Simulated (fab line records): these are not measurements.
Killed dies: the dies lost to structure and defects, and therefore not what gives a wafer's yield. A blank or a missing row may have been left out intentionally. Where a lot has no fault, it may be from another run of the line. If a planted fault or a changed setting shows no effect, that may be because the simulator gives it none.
fab line records || flow sky130
record {"lots": 7, "wafers": 21, "last_day": 50}
route steps=708 shown FIELD_ISO@1
lots that met no fault: from a run of the same line without faults
start_h: hours from the record's opening day to when the first of the lot's shown wafers began || wait_h: hours from the lot's prior step to this one || " as in the row above || L1.1+2: a row that stands for several wafers || - no value, or no start was given || * or withheld: withheld || < > ~ a bound
route shown NAME@n: NAME is a module with steps in the file, n the number in the route of the first one || usual: mean and standard deviation over wafers with no fault || same: alike in all rows || chamber/n: place in a boat || sites: each site's reading || _std_site: the standard deviation of these || _edge_site: mean of outer sites minus mean of inner sites || radius_mm: for every site, how far away it sits from the centre of the wafer || mask NAME#n: copy n || behind: the most recent tool/chamber to have shaped the wafer || hold: why the lot was held/for how many hours/how that ended || device: transistor that didn't switch, given as n, p or np || end of line: the tests these same wafers got at the end of their route || a step without rows: its recipe alone || killed: at the first sort, the dies lost to defects and structure; wafer yield is something else || map: per-die view of a wafer (x killed, . not killed, _ where there is no die)
set.NAME: setting as actually run; set.NAME@STEP: the setting as run at that earlier step || model.NAME: the simulator's own value behind a step, which no gauge read
lots at some steps of the route; a table a step, a row a wafer
services: from which hour (start_h, from the record's first day; less than 0 if before it) a tool's chamber was out of use, for how many hours, and why
## steps
# step SKY_FIELD_ISO_BOW_MEAS_00
# recipe {"mode": "bow"}
# usual {"INCOMING_BOW": "0/6.3"}
{"lot.wafer": "L721.1", "tool": "film_metro-01", "chamber": "-", "start_h": 35.00, "wait_h": "-", "INCOMING_BOW[um]": 3}
{"lot.wafer": "L721.3", "tool": "film_metro-01", "chamber": "-", "start_h": 35.00, "wait_h": "-", "INCOMING_BOW[um]": 15}
{"lot.wafer": "L721.5", "tool": "film_metro-01", "chamber": "-", "start_h": 35.00, "wait_h": "-", "INCOMING_BOW[um]": 1}
{"lot.wafer": "L723.1", "tool": "film_metro-02", "chamber": "-", "start_h": 45.00, "wait_h": "-", "INCOMING_BOW[um]": -3}
{"lot.wafer": "L723.2", "tool": "film_metro-02", "chamber": "-", "start_h": 45.00, "wait_h": "-", "INCOMING_BOW[um]": 3}
{"lot.wafer": "L723.4", "tool": "film_metro-02", "chamber": "-", "start_h": 45.00, "wait_h": "-", "INCOMING_BOW[um]": -2}
{"lot.wafer": "L730.1", "tool": "film_metro-01", "chamber": "-", "start_h": 80.00, "wait_h": "-", "INCOMING_BOW[um]": 2}
{"lot.wafer": "L730.2", "tool": "film_metro-01", "chamber": "-", "start_h": 80.00, "wait_h": "-", "INCOMING_BOW[um]": -1}
{"lot.wafer": "L730.4", "tool": "film_metro-01", "chamber": "-", "start_h": 80.00, "wait_h": "-", "INCOMING_BOW[um]": 5}
{"lot.wafer": "L731.4", "tool": "film_metro-01", "chamber": "-", "start_h": 85.06, "wait_h": "-", "INCOMING_BOW[um]": 8}
{"lot.wafer": "L731.5", "tool": "film_metro-01", "chamber": "-", "start_h": 85.06, "wait_h": "-", "INCOMING_BOW[um]": -14}
{"lot.wafer": "L731.6", "tool": "film_metro-01", "chamber": "-", "start_h": 85.06, "wait_h": "-", "INCOMING_BOW[um]": -1}
{"lot.wafer": "L732.3", "tool": "film_metro-02", "chamber": "-", "start_h": 90.04, "wait_h": "-", "INCOMING_BOW[um]": -3}
{"lot.wafer": "L732.4", "tool": "film_metro-02", "chamber": "-", "start_h": 90.04, "wait_h": "-", "INCOMING_BOW[um]": 9}
{"lot.wafer": "L732.6", "tool": "film_metro-02", "chamber": "-", "start_h": 90.04, "wait_h": "-", "INCOMING_BOW[um]": -5}
{"lot.wafer": "L734.1", "tool": "film_metro-01", "chamber": "-", "start_h": 100.00, "wait_h": "-", "INCOMING_BOW[um]": 9}
{"lot.wafer": "L734.3", "tool": "film_metro-01", "chamber": "-", "start_h": 100.00, "wait_h": "-", "INCOMING_BOW[um]": 5}
{"lot.wafer": "L734.6", "tool": "film_metro-01", "chamber": "-", "start_h": 100.00, "wait_h": "-", "INCOMING_BOW[um]": 4}
{"lot.wafer": "L737.1", "tool": "film_metro-02", "chamber": "-", "start_h": 115.00, "wait_h": "-", "INCOMING_BOW[um]": 3}
{"lot.wafer": "L737.2", "tool": "film_metro-02", "chamber": "-", "start_h": 115.00, "wait_h": "-", "INCOMING_BOW[um]": -7}
{"lot.wafer": "L737.3", "tool": "film_metro-02", "chamber": "-", "start_h": 115.00, "wait_h": "-", "INCOMING_BOW[um]": 5}
# step SKY_FIELD_ISO_OXIDATION_01
# recipe {"temp_c": 900, "ambient": "O2", "stabilise_s": 600, "purge_s": 300, "target_thk_a": 120, "ox_time_s": 1843}
# usual {"ox_temp_c": "900.0/0.42", "ox_temp_c_max": "904.6/0.85", "spike_tc_centre_C": "901.5/1.1"}
{"lot.wafer": "L721.1", "tool": "furnace-01", "chamber": 0, "start_h": 35.12, "wait_h": 0.1, "ox_temp_c": 899.4, "ox_temp_c_max": 904.1, "spike_tc_centre_C": 902.1}
{"lot.wafer": "L721.3", "tool": "furnace-01", "chamber": 0, "start_h": 35.12, "wait_h": 0.1, "ox_temp_c": 899.0, "ox_temp_c_max": 903.0, "spike_tc_centre_C": 903.3}
{"lot.wafer": "L721.5", "tool": "furnace-01", "chamber": 0, "start_h": 35.12, "wait_h": 0.1, "ox_temp_c": 900.2, "ox_temp_c_max": 904.3, "spike_tc_centre_C": 900.3}
{"lot.wafer": "L723.1", "tool": "furnace-01", "chamber": 0, "start_h": 47.13, "wait_h": 2.1, "ox_temp_c": 900.2, "ox_temp_c_max": 907.8, "spike_tc_centre_C": 902.2}
{"lot.wafer": "L723.2", "tool": "furnace-01", "chamber": 0, "start_h": 47.13, "wait_h": 2.1, "ox_temp_c": 900.1, "ox_temp_c_max": 903.9, "spike_tc_centre_C": 901.5}
{"lot.wafer": "L723.4", "tool": "furnace-01", "chamber": 0, "start_h": 47.13, "wait_h": 2.1, "ox_temp_c": 899.6, "ox_temp_c_max": 904.1, "spike_tc_centre_C": 901.7}
{"lot.wafer": "L730.1", "tool": "furnace-02", "chamber": "-", "start_h": 80.86, "wait_h": 0.8, "ox_temp_c": "-", "ox_temp_c_max": "-", "spike_tc_centre_C": "-"}
{"lot.wafer": "L730.2", "tool": "furnace-02", "chamber": "-", "start_h": 80.86, "wait_h": 0.8, "ox_temp_c": "-", "ox_temp_c_max": "-", "spike_tc_centre_C": "-"}
{"lot.wafer": "L730.4", "tool": "furnace-02", "chamber": "-", "start_h": 80.86, "wait_h": 0.8, "ox_temp_c": "-", "ox_temp_c_max": "-", "spike_tc_centre_C": "-"}
{"lot.wafer": "L731.4", "tool": "furnace-01", "chamber": "-", "start_h": 86.06, "wait_h": 1.0, "ox_temp_c": "-", "ox_temp_c_max": "-", "spike_tc_centre_C": "-"}
{"lot.wafer": "L731.5", "tool": "furnace-01", "chamber": "-", "start_h": 86.06, "wait_h": 1.0, "ox_temp_c": "-", "ox_temp_c_max": "-", "spike_tc_centre_C": "-"}
{"lot.wafer": "L731.6", "tool": "furnace-01", "chamber": "-", "start_h": 86.06, "wait_h": 1.0, "ox_temp_c": "-", "ox_temp_c_max": "-", "spike_tc_centre_C": "-"}
{"lot.wafer": "L732.3", "tool": "furnace-01", "chamber": "-", "start_h": 90.46, "wait_h": 0.4, "ox_temp_c": "-", "ox_temp_c_max": "-", "spike_tc_centre_C": "-"}
{"lot.wafer": "L732.4", "tool": "furnace-01", "chamber": "-", "start_h": 90.46, "wait_h": 0.4, "ox_temp_c": "-", "ox_temp_c_max": "-", "spike_tc_centre_C": "-"}
{"lot.wafer": "L732.6", "tool": "furnace-01", "chamber": "-", "start_h": 90.46, "wait_h": 0.4, "ox_temp_c": "-", "ox_temp_c_max": "-", "spike_tc_centre_C": "-"}
{"lot.wafer": "L734.1", "tool": "furnace-02", "chamber": 0, "start_h": 102.08, "wait_h": 2.1, "ox_temp_c": 899.6, "ox_temp_c_max": 903.3, "spike_tc_centre_C": 901.3}
{"lot.wafer": "L734.3", "tool": "furnace-02", "chamber": 0, "start_h": 102.08, "wait_h": 2.1, "ox_temp_c": 900.4, "ox_temp_c_max": 904.6, "spike_tc_centre_C": 903.6}
{"lot.wafer": "L734.6", "tool": "furnace-02", "chamber": 0, "start_h": 102.08, "wait_h": 2.1, "ox_temp_c": 900.6, "ox_temp_c_max": 904.4, "spike_tc_centre_C": 903.4}
{"lot.wafer": "L737.1", "tool": "furnace-01", "chamber": 0, "start_h": 115.90, "wait_h": 0.9, "ox_temp_c": 899.6, "ox_temp_c_max": 904.3, "spike_tc_centre_C": 899.3}
{"lot.wafer": "L737.2", "tool": "furnace-01", "chamber": 0, "start_h": 115.90, "wait_h": 0.9, "ox_temp_c": 899.7, "ox_temp_c_max": 905.4, "spike_tc_centre_C": 900.9}
{"lot.wafer": "L737.3", "tool": "furnace-01", "chamber": 0, "start_h": 115.90, "wait_h": 0.9, "ox_temp_c": 899.5, "ox_temp_c_max": 904.0, "spike_tc_centre_C": 900.0}
## services
{"tool": "furnace-01", "chamber": "-", "start_h": 18.93, "hours": 3.7, "kind": "pm"}
{"tool": "furnace-02", "chamber": "-", "start_h": 94.08, "hours": 3.6, "kind": "pm"}
{"tool": "furnace-01", "chamber": "-", "start_h": 98.35, "hours": 3.5, "kind": "pm"}
{"tool": "furnace-01", "chamber": "-", "start_h": 102.79, "hours": 3.7, "kind": "repair"}
## key
first_sign {"step": "SKY_FIELD_ISO_OXIDATION_01", "reading": "tool_record", "direction": "missing"}
effect none on later readings
met_at SKY_FIELD_ISO_OXIDATION_01
struck_wafers L730.1,L730.2,L730.4,L731.4,L731.5,L731.6,L732.3,L732.4,L732.6
later_rows_left_out L730.1,L730.2,L730.4,L731.4,L731.5,L731.6,L732.3,L732.4,L732.6
sort_left_out L730.1,L730.2,L730.4,L731.4,L731.5,L731.6,L732.3,L732.4,L732.6
tester_left_out L730,L731,L732
onset_between 47.13 80.86
fault {"kind": "skipped_step_whole", "tool": "furnace-01,furnace-02", "chamber": "-", "onset_h": 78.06, "steps": "SKY_FIELD_ISO_OXIDATION_01", "scope": "struck_lots_only"}
# tester_left_out: of these lots the tester's yield and bins aren't shown, on N5 and GAA mostly nor the transistor test; their killed dies are dies lost to structure and defects alone, not to doping, threshold or leakage, so they don't give the yield
# sort_left_out: the simulated sort isn't trusted on such a fault, so these wafers' sort isn't shown, and their yield isn't known
# later_rows_left_out: the simulator's readings of these wafers behind a module that went badly wrong aren't trusted and aren't shown, but for the sort
